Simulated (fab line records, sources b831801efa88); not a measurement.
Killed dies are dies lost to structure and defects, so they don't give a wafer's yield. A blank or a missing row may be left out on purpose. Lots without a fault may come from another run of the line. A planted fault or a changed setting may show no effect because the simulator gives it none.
Which tool did it? | flow sky130 | 13 lots, 39 wafers sampled, at 4 steps of a route of 708

WHAT THE GAUGES READ, wafer by wafer
SKY_NWELL_RS_MEAS_31: measures by four-point-probe.
lot  | measured     | on            | PWDE_RS (ohm/sq)
L472 | day 5 06:07  | film_metro-04 | 5238 5248 5256
L474 | day 5 22:09  | film_metro-03 | 5241 5234 5240
L475 | day 6 03:40  | film_metro-04 | 5251 5264 5251
L476 | day 6 08:16  | film_metro-04 | 5283 5282 5300
L478 | day 6 19:58  | film_metro-01 | 5258 5264 5261
L479 | day 7 00:10  | film_metro-04 | 5276 5295 5277
L480 | day 7 05:07  | film_metro-03 | 5288 5252 5263
L481 | day 7 14:40  | film_metro-01 | 5271 5282 5273
L489 | day 9 17:20  | film_metro-03 | 5324 5281 5307
L490 | day 9 23:19  | film_metro-04 | 5246 5263 5256
L491 | day 10 02:56 | film_metro-01 | 5283 5279 5278
L492 | day 10 08:34 | film_metro-04 | 5246 5256 5261
L494 | day 11 18:25 | film_metro-01 | 5264 5254 5253

SKY_SONOS_TUNNEL_CD_MEAS_07: target cd 410 nm.
lot  | measured     | on        | cd_nm (nm)
L472 | day 11 03:08 | cd_sem-02 | 410.2 406.1 407.3
L474 | day 11 23:25 | cd_sem-01 | 408.7 409.9 407.9
L475 | day 12 07:08 | cd_sem-02 | 409.9 412.4 411.6
L476 | day 12 13:46 | cd_sem-01 | 410.0 406.9 408.9
L478 | day 13 07:34 | cd_sem-02 | 400.8 404.8 402.2
L479 | day 13 11:52 | cd_sem-01 | 411.2 412.6 411.7
L480 | day 13 20:43 | cd_sem-01 | 409.7 407.9 408.8
L481 | day 14 05:59 | cd_sem-01 | 410.7 411.7 410.0
L489 | day 17 02:32 | cd_sem-01 | 447.1 446.6 446.9
L490 | day 17 12:08 | cd_sem-01 | 442.8 443.8 443.1
L491 | day 17 15:14 | cd_sem-01 | 409.6 407.7 409.0
L492 | day 18 01:31 | cd_sem-01 | 412.1 409.7 409.3
L494 | day 19 21:31 | cd_sem-02 | 409.4 409.4 410.7

SKY_POLY_GATE_THK_MEAS_04.
lot  | measured     | on            | POLY_GATE_CVD_03_THK (nm)
L472 | day 14 19:19 | film_metro-02 | 75.1 74.9 75.5
L474 | day 15 18:03 | film_metro-02 | 75.3 74.6 74.1
L475 | day 16 05:23 | film_metro-04 | 75.5 76.2 76.3
L476 | day 16 16:40 | film_metro-02 | 75.2 75.5 75.3
L478 | day 17 16:15 | film_metro-04 | 75.6 75.6 75.2
L479 | day 17 17:38 | film_metro-01 | 75.5 75.8 75.6
L480 | day 18 01:33 | film_metro-04 | 74.7 74.7 74.6
L481 | day 18 09:26 | film_metro-01 | 73.7 73.9 73.7
L489 | day 21 15:10 | film_metro-02 | 75.4 75.0 75.5
L490 | day 21 23:52 | film_metro-04 | 75.4 74.9 75.1
L491 | day 22 01:46 | film_metro-02 | 74.7 74.2 73.6
L492 | day 22 12:05 | film_metro-02 | 76.2 75.8 76.2
L494 | day 25 11:10 | film_metro-01 | 74.6 74.9 75.2

WHICH TOOL RAN EACH LOT (tool, then ch and the chambers of the sampled wafers, then the start)
lot  | SKY_SONOS_TUNNEL_COAT_02
L472 | litho_track-04 ch 0, day 10 15:47
L474 | litho_track-04 ch 0, day 11 11:19
L475 | litho_track-02 ch 0, day 11 19:35
L476 | litho_track-01 ch 0, day 12 01:14
L478 | litho_track-01 ch 0, day 12 19:05
L479 | litho_track-04 ch 0, day 12 23:01
L480 | litho_track-04 ch 0, day 13 07:55
L481 | litho_track-02 ch 0, day 13 17:22
L489 | litho_track-04 ch 0, day 16 12:14
L490 | litho_track-04 ch 0, day 16 21:14
L491 | litho_track-02 ch 0, day 17 00:23
L492 | litho_track-02 ch 0, day 17 10:16
L494 | litho_track-02 ch 0, day 19 05:43
- SKY_SONOS_TUNNEL_COAT_02: resist thk 1140 nm.

WHAT THE TOOLS THEMSELVES READ (means of the sampled wafers that have a number; where no wafer has one, the mark that the record gives instead)
The record holds no such reading with a usual standard deviation.

THE ANSWER, worked out from the rows above alone
Rule: what is usual is taken from the lots themselves. Put in order of their means at a reading, lots are off if they are a third of the lots or fewer, leave a main group of 4 or more, and stand apart from it by a gap of 3 or more times the standard deviation of the main group's means; of several such gaps the widest counts. A main group whose means are all the same, to the digits that the tables above print for the reading, isn't used. A lot without any number at a reading at which 4 lots or more have one is off too. The other lots that the step has rows for count as sound. The gauges are gone through in route order, then the tools' own readings, and for those a lot's mean is taken as printed above. The first step at which some lot is off is used, and at that step the reading that is off furthest; a lot without a number counts as furthest.
Off: L489, L490, at SKY_SONOS_TUNNEL_CD_MEAS_07 (cd_nm). The main group: mean 409.1 nm, standard deviation 2.4.
A tool fits if, at a process step before that reading, it ran every lot that is off, and no sound lot after the first of them. The gauges at SKY_SONOS_TUNNEL_CD_MEAS_07 are tried like those tools. One fits: litho_track-04 at SKY_SONOS_TUNNEL_COAT_02. Its last sound lot is L480 (day 13 07:55), its first lot that is off L489 (day 16 12:14): a fault that began between those two fits.

WHAT THE SIMULATOR HAD PUT IN
Process parameter drift: litho_track-04, from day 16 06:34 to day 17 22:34, at SKY_SONOS_TUNNEL_COAT_02. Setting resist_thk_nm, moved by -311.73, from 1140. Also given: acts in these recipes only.
Lots struck among those shown: L489, L490. The rule above found the same.
